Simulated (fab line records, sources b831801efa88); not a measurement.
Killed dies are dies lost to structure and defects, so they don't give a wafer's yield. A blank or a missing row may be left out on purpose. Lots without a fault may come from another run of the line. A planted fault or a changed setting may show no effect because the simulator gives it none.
Problem report in the 8D (eight disciplines) form, filled by code | flow sky130 | the parts of the form that need people (team, actions taken, sign-off) are left out

1. THE PROBLEM
VIA2_HDPCVD_THK at SKY_VIA2_THK_MEAS_01 reads a mean of 1311 nm on 3 wafers of 2 lots; wafers without a fault read 1186 nm with a standard deviation of 13. That is +9.6 standard deviations from the usual mean.
First seen on wafer L408.2, day 38 05:17, on film_metro-03. The record holds 35 wafers of 12 lots with a number at this step. Rule for "out", or "out of limits": more than 4 standard deviations from the usual mean. The other wafers with a number count as sound.

2. WHAT IT IS AND WHAT IT IS NOT
question                    | is                     | is not
which readings at this step | VIA2_HDPCVD_THK        | -
which lots                  | L408, L413             | L403, L404, L416, L418, L419, L420, L421, L422, L423, L425
which wafers of those lots  | L408.2, L408.3, L413.2 | L408.1, L413.1
read on which gauges        | film_metro-03          | film_metro-01, film_metro-04
when                        | from day 38 05:17      | up to then (7 sound wafers); but 25 sound wafers of L413, L416, L418, L419, L420, L421, L422, L423, L425 came after

3. SUSPECTS, AND WHAT RULES EACH OUT
Counting: a tool at a process step up to the reading stays a suspect if it ran every lot that is out. Sound lots after the first of them don't rule it out here, since some wafers of a struck lot are sound.
- the gauge at SKY_VIA2_THK_MEAS_01: ruled out. All the wafers that are out were read on film_metro-03, but those of them that SKY_VIA2_HDPCVD_00 has rows for are out there too, on other tools.
- hdpcvd-02 at SKY_VIA2_HDPCVD_00 (deposits SiO2, target thk 1180 nm, time 196.7 s): kept. It ran every lot that is out, first L408 (day 38 05:06); its last sound lot up to then is L404 (day 37 07:22). Its own readings are out on those wafers: run_length_s.
- Within hdpcvd-02 at SKY_VIA2_HDPCVD_00: the wafers that are out ran in chamber 1; their sound lot-mates ran in chambers 0, 2.
Left after counting: hdpcvd-02 at SKY_VIA2_HDPCVD_00.

4. THE CAUSE (what the simulator had put in)
Process parameter drift: hdpcvd-02, from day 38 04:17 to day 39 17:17, at SKY_VIA2_HDPCVD_00. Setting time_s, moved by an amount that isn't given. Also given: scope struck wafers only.
Counting left only this tool.

5. THE CHAIN OF EFFECTS, in route order
Each row: a reading whose mean over the struck wafers that have a number lies more than 3 standard deviations from the usual. Only readings for which the record gives a usual standard deviation are gone through. hours: the time from each lot's start at the first step in this table that gives one to its start at this step, as a median over the lots. sigmas: the change in usual standard deviations.
hours | step                 | reading         | usual   | on struck wafers | change | sigmas
0     | SKY_VIA2_HDPCVD_00   | run_length_s    | 224.6 s | 247.8            | +23.2  | +38
0     | SKY_VIA2_THK_MEAS_01 | VIA2_HDPCVD_THK | 1186 nm | 1311             | +125   | +9.6
The process steps in it:
- SKY_VIA2_HDPCVD_00: deposits SiO2, target thk 1180 nm, time 196.7 s.

6. WHAT WOULD HAVE CAUGHT IT SOONER
In this record the first reading out of limits at a measuring or inspecting step was taken at day 38 05:17, 1 hour after the fault began at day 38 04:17.
The tool's own readings at SKY_VIA2_HDPCVD_00 were out on every struck wafer that the step has a row for (run_length_s): an alarm limit on them would have fired on the first of those.
Of the lots that are out (2), L413 began SKY_VIA2_HDPCVD_00 on hdpcvd-02 after day 38 05:17. A hold on the tool at that time would have spared it.
